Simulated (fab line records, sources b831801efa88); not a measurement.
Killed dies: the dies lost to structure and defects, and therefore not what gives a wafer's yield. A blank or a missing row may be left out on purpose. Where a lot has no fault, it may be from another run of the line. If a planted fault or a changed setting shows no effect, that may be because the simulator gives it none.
Which tool was responsible? :: flow gf180mcu :: 14 lots with 42 wafers sampled at 2 steps, on a route of 602 steps

WHAT EACH GAUGE READ, for each wafer
GF_M5_OVL_MEAS_08.
lot: L438
measured: day 26 04:21
on: overlay-02
M5_OVL (nm): 4 -2 5

lot: L440
measured: day 26 23:31
on: overlay-02
M5_OVL (nm): -6 -4 -5

lot: L441
measured: day 27 11:21
on: overlay-02
M5_OVL (nm): -2 -4 -4

lot: L442
measured: day 27 16:49
on: overlay-02
M5_OVL (nm): 7 4 11

lot: L443
measured: day 27 21:40
on: overlay-02
M5_OVL (nm): 1 7 -3

lot: L444
measured: day 28 05:55
on: overlay-02
M5_OVL (nm): 6 1 2

lot: L445
measured: day 28 15:04
on: overlay-01
M5_OVL (nm): 3 5 0

lot: L446
measured: day 28 22:07
on: overlay-01
M5_OVL (nm): 5 0 3

lot: L447
measured: day 29 03:46
on: overlay-01
M5_OVL (nm): 8 5 6

lot: L448
measured: day 29 13:46
on: overlay-02
M5_OVL (nm): -6 2 -2

lot: L454
measured: day 31 05:13
on: overlay-02
M5_OVL (nm): -1 2 2

lot: L457
measured: day 31 21:28
on: overlay-01
M5_OVL (nm): -3 -2 2

lot: L458
measured: day 32 01:49
on: overlay-02
M5_OVL (nm): -3 -5 -7

lot: L461
measured: day 32 20:46
on: overlay-02
M5_OVL (nm): -5 -1 -5

WHAT TOOL EACH LOT RAN ON (gives the tool, then ch and the chambers of the sampled wafers, and finally the start)
lot: L438
GF_CONTACT_CVD_00: hdpcvd-02 ch 0,2, day 15 01:38

lot: L440
GF_CONTACT_CVD_00: hdpcvd-02 ch 0,2, day 15 20:21

lot: L441
GF_CONTACT_CVD_00: hdpcvd-01 ch 0,1, day 16 08:26

lot: L442
GF_CONTACT_CVD_00: hdpcvd-01 ch 0,2, day 16 16:47

lot: L443
GF_CONTACT_CVD_00: hdpcvd-02 ch 1,2, day 16 23:34

lot: L444
GF_CONTACT_CVD_00: hdpcvd-02 ch 0,1, day 17 06:15

lot: L445
GF_CONTACT_CVD_00: hdpcvd-01 ch 0,1, day 17 15:37

lot: L446
GF_CONTACT_CVD_00: hdpcvd-01 ch 0,1,2, day 18 01:49

lot: L447
GF_CONTACT_CVD_00: hdpcvd-02 ch 0,2, day 18 09:02

lot: L448
GF_CONTACT_CVD_00: hdpcvd-01 ch 0,1,2, day 18 21:41

lot: L454
GF_CONTACT_CVD_00: hdpcvd-01 ch 0,2, day 21 00:37

lot: L457
GF_CONTACT_CVD_00: hdpcvd-02 ch 0,1,2, day 21 23:14

lot: L458
GF_CONTACT_CVD_00: hdpcvd-02 ch 1,2, day 22 06:39

lot: L461
GF_CONTACT_CVD_00: hdpcvd-01 ch 0,1,2, day 23 07:13
- GF_CONTACT_CVD_00: deposits SiO2, target thk 300 nm, time 50 s.

AS READ BY THE TOOLS THEMSELVES (means over the sampled wafers that have a number; for cases with no such wafer, the mark the record gives instead)
The record holds no such reading with a usual standard deviation.

THE ANSWER, worked out from the rows above alone
Rule: the usual values come from the lots themselves. The widest of any qualifying gaps counts: lots, ordered by their means at a reading, are off when they make up no more than a third of the lots, leave a main group of 4 or more, and stand apart from it by 3 or more times the standard deviation of that group's means. If all means in a main group match to the digits the tables above print for the reading, that group is not used. A lot without any number at a reading at which 4 lots or more have one is off too. All remaining lots with rows at the step are treated as sound. After the gauges, taken in route order, come the tools' own readings; for these a lot's mean is taken, as printed above. At the first step where some lot is off, the reading lying furthest off is the one used; lots without a number count as furthest.
No lot is off on any of the readings shown, so nothing can be concluded from this.

WHAT THE SIMULATOR HAD PUT IN
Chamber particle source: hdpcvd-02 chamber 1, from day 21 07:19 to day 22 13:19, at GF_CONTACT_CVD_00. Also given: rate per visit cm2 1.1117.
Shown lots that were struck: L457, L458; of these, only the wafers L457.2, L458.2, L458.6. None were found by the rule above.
